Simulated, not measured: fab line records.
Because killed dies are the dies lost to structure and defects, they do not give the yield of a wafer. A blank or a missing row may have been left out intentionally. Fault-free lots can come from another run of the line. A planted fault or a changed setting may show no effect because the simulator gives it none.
Struck lot and sound lot, side by side    flow sky130    33 out of 708 route steps
Sound: the wafers L580.2, L580.3, L580.4. Struck: wafer L578.1. (L578.3, L578.4 of the same lot were not struck and are left out.) The cause comes at the end.
For every step that has rows: the tool of each side, followed by ch and its chambers, followed by its first start. Under that, the readings that differ: sound wafers    struck wafers    difference of the means    sigmas: that difference in standard deviations of wafers without a fault.
alike: words and numbers the same on both sides, and readings whose means are apart by under 2 such deviations; not compared: readings that were withheld, readings missing a value for some wafer, numbers with overlapping values and no deviation given by the record, and bounds like >300 which may hide the same value.
Wherever a step has rows on one side only, a row that says differs or no value, or a row with sigmas, the two part there. When numbers do not overlap yet have no deviation, they are printed without sigmas and do not part them. Lack of a reading on every wafer of one side parts them only where that side has two or more wafers.

first, 4 steps without rows for these wafers: SKY_LOCAL_INTERCONNECT_SOFTBAKE_07 (time 90 s); SKY_LOCAL_INTERCONNECT_EXPOSE_08 (exposes mask LI1M, target cd 170 nm); SKY_LOCAL_INTERCONNECT_PEB_09; SKY_LOCAL_INTERCONNECT_DEVELOP_10 (develop time 60 s).
SKY_LOCAL_INTERCONNECT_CD_MEAS_11: target cd 170 nm.
  sound: cdSem-01 at day 35 10:44; struck: cdSem-01 at day 34 22:02
  alike: cdNm
SKY_LOCAL_INTERCONNECT_OVL_MEAS_12:
  sound: overlay-02 at day 35 10:50; struck: overlay-02 at day 34 22:09
reading                      sound     struck  difference  sigmas
LOCAL_INTERCONNECT_OVL (nm)  -3 -4 -8  7       +12         +2
SKY_LOCAL_INTERCONNECT_ETCH_13: etches BARC in N2/H2, stops on SiO2, time 45.9 s, target depth 60 nm.
  sound on rieMetal-04 ch 0,1, day 35 10:52; struck on rieMetal-04 ch 1, day 34 22:11
reading              sound              struck  difference  sigmas
oesProductAu (a.u.)  0.846 0.865 0.860  0.848   -0.009      -2
  alike: drypumpMotorCurrentA, throttleValvePct
  not compared: rfHoursCounterH
SKY_LOCAL_INTERCONNECT_METAL_ETCH_14: etches TiN in Cl2/BCl3, stops on PSG, target depth 110 nm, time 31.4 s.
  sound on rieMetal-04 ch 0,1, day 35 10:56; struck on rieMetal-04 ch 1, day 34 22:15
  alike: drypumpMotorCurrentA, oesProductAu, throttleValvePct
  not compared: rfHoursCounterH
then, 4 steps without rows for these wafers: SKY_LOCAL_INTERCONNECT_STRIP_15 (strips in O2/N2); SKY_LOCAL_INTERCONNECT_STRIP_16 (strips in post etch residue remover, time 1200 s); SKY_LOCAL_INTERCONNECT_CLEAN_17 (cleans in IPA, time 180 s); SKY_LOCAL_INTERCONNECT_CLEAN_18 (cleans in O3/DIW).
SKY_CONTACT_CVD_00: deposits Si3N4, target thk 75 nm.
  sound on pecvd-01 ch 0,1, day 35 11:36; struck on pecvd-02 ch 0, day 34 22:54
reading                                   sound              struck  difference  sigmas
model.Si3N4_of_CONTACT_CVD_00.thkNm (nm)  74.21 73.61 75.77  56.55   -17.98      
  alike: heaterPowerOuterW, heaterPowerW
SKY_CONTACT_THK_MEAS_01:
  sound: filmMetro-01 at day 35 11:38; struck: filmMetro-03 at day 34 22:56
reading                  sound           struck  difference  sigmas
CONTACT_CVD_00_THK (nm)  74.2 73.6 75.8  56.6    -17.9       -19
then, 1 step without rows for these wafers: SKY_CONTACT_HDPCVD_02 (deposits SiO2, target thk 565 nm, time 94.2 s).
SKY_CONTACT_THK_MEAS_03:
  sound: filmMetro-04 at day 35 11:46; struck: filmMetro-01 at day 34 23:04
  alike: CONTACT_HDPCVD_THK
SKY_CONTACT_CMP_04: polishes SiO2.
  sound on cmp-02 ch 1,2,3, day 35 11:49; struck on cmp-01 ch 1, day 34 23:10
  alike: motorCurrentA
SKY_CONTACT_BOW_MEAS_05:
  sound: filmMetro-04 at day 35 12:08; struck: filmMetro-01 at day 34 23:25
  alike: CONTACT_BOW
then, 8 steps without rows for these wafers: SKY_CONTACT_DEHYDRATE_06 (time 60 s); SKY_CONTACT_HMDS_07 (prime time 60 s); SKY_CONTACT_COAT_08 (resist thk 60 nm); SKY_CONTACT_COAT_09 (resist thk 450 nm); SKY_CONTACT_SOFTBAKE_10 (time 90 s); SKY_CONTACT_EXPOSE_11 (exposes mask CTM1, target cd 170 nm); SKY_CONTACT_PEB_12; SKY_CONTACT_DEVELOP_13 (develop time 60 s).
SKY_CONTACT_CD_MEAS_14: target cd 170 nm.
  sound: cdSem-01 at day 36 14:09; struck: cdSem-01 at day 36 01:17
  alike: cdNm
SKY_CONTACT_OVL_MEAS_15:
  sound: overlay-01 at day 36 14:16; struck: overlay-01 at day 36 01:24
  alike: CONTACT_OVL
then, 1 step without rows for these wafers: SKY_CONTACT_ETCH_16 (etches BARC in N2/H2, stops on SiO2, time 45.9 s, target depth 60 nm).
SKY_CONTACT_ETCH_17: etches SiO2 in C4F8/O2/Ar, stops on Si3N4, target depth 340 nm.
  sound on rieDiel-02 ch 1,2,3, day 36 14:20; struck on rieDiel-04 ch 3, day 36 01:29
reading              sound              struck  difference  sigmas
oesProductAu (a.u.)  0.887 0.895 0.899  0.884   -0.010      -2
SKY_CONTACT_ETCH_18: etches Si3N4 in CHF3/O2, stops on TiN, time 39 s, target depth 75 nm.
  sound: rieDiel-02 ch 1,2,3; struck: rieDiel-04 ch 3
reading                  sound              struck  difference  sigmas
oesProductAu (a.u.)      0.850 0.850 0.864  0.738   -0.117      -16
throttleValvePct (%)     8.789 8.786 8.796  8.759   -0.031      -4
model.etch.depthNm (nm)  74.21 73.61 75.77  56.55   -17.98      
  alike: drypumpMotorCurrentA
  not compared: rfHoursCounterH
SKY_CONTACT_STRIP_19: strips in O2/N2.
  sound on plasmaAsher-04 ch 0,1, day 36 14:25; struck on plasmaAsher-01 ch 0, day 36 01:34
  alike: drypumpMotorCurrentA, oesProductAu, stripTimeToEndpointS
  not compared: rfHoursCounterH
SKY_PAD_OPEN_PROBE_99:
  sound wafers here have rows in the record (prober-01, day 49 10:24); struck ones have none

## WHERE THEY PART
Last at SKY_PAD_OPEN_PROBE_99 as far as this record goes, first at SKY_LOCAL_INTERCONNECT_OVL_MEAS_12.

WHY: what had been put in by the simulator
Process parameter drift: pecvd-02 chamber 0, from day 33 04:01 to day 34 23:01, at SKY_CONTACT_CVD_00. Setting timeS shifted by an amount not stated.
